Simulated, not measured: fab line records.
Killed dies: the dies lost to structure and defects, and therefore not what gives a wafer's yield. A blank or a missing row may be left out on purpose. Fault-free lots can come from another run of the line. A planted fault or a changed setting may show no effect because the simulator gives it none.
Chamber matching + flow gf180mcu + GF_V3_ETCH_16 on rie_diel-01 has 4 sister chambers
The step etches BARC in N2/H2. 8 wafers are shown with their chamber, then 8 later ones without.

## EACH WAFER AND ITS CHAMBER
| wafer  | chamber | drypump_motor_current_A (A) | throttle_valve_pct (%) |
|--------|---------|-----------------------------|------------------------|
| L560.1 | 2       | 5.0                         | 13.226                 |
| L560.6 | 0       | 5.7                         | 13.231                 |
| L569.3 | 3       | 5.6                         | 13.232                 |
| L569.6 | 0       | 5.7                         | 13.246                 |
| L571.4 | 1       | 5.4                         | 13.232                 |
| L571.5 | 3       | 5.6                         | 13.207                 |
| L571.6 | 2       | 5.0                         | 13.232                 |
| L572.3 | 1       | 5.5                         | 13.226                 |

## WAFERS WHOSE CHAMBER IS MISSING
| wafer  | drypump_motor_current_A (A) | throttle_valve_pct (%) |
|--------|-----------------------------|------------------------|
| L572.5 | 5.6                         | 13.230                 |
| L572.6 | 5.7                         | 13.229                 |
| L576.2 | 5.7                         | 13.208                 |
| L576.3 | 5.0                         | 13.219                 |
| L576.6 | 5.0                         | 13.230                 |
| L577.1 | 5.5                         | 13.217                 |
| L577.2 | 5.7                         | 13.232                 |
| L577.3 | 5.1                         | 13.225                 |

## CHAMBER TAKEN BY EACH
| wafer  | from the rows above     | in truth |
|--------|-------------------------|----------|
| L572.5 | can't be placed: 3 or 0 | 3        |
| L572.6 | 0                       | 0        |
| L576.2 | can't be placed: 0 or 3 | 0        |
| L576.3 | 2                       | 2        |
| L576.6 | 2                       | 2        |
| L577.1 | can't be placed: 1 or 3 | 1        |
| L577.2 | 0                       | 0        |
| L577.3 | 2                       | 2        |
Correctly placed: 5 of 8. From these rows, 3 cannot be placed; in 3 the true chamber is one of the candidates. Wrongly placed: 0.
How it was worked out, from the rows above alone: a wafer's distance from a chamber is the root of the sum, over the readings, of the square of ((its reading less the chamber's mean) divided by the reading's scatter). The wafer belongs to the nearest chamber; if the next one is less than 2 further off, it can't be placed. Each chamber's mean is taken over the wafers shown for it. The scatter is the square root of a quotient: the sum, over the shown wafers, of each reading's squared deviation from its chamber's mean, divided by wafers minus chambers.
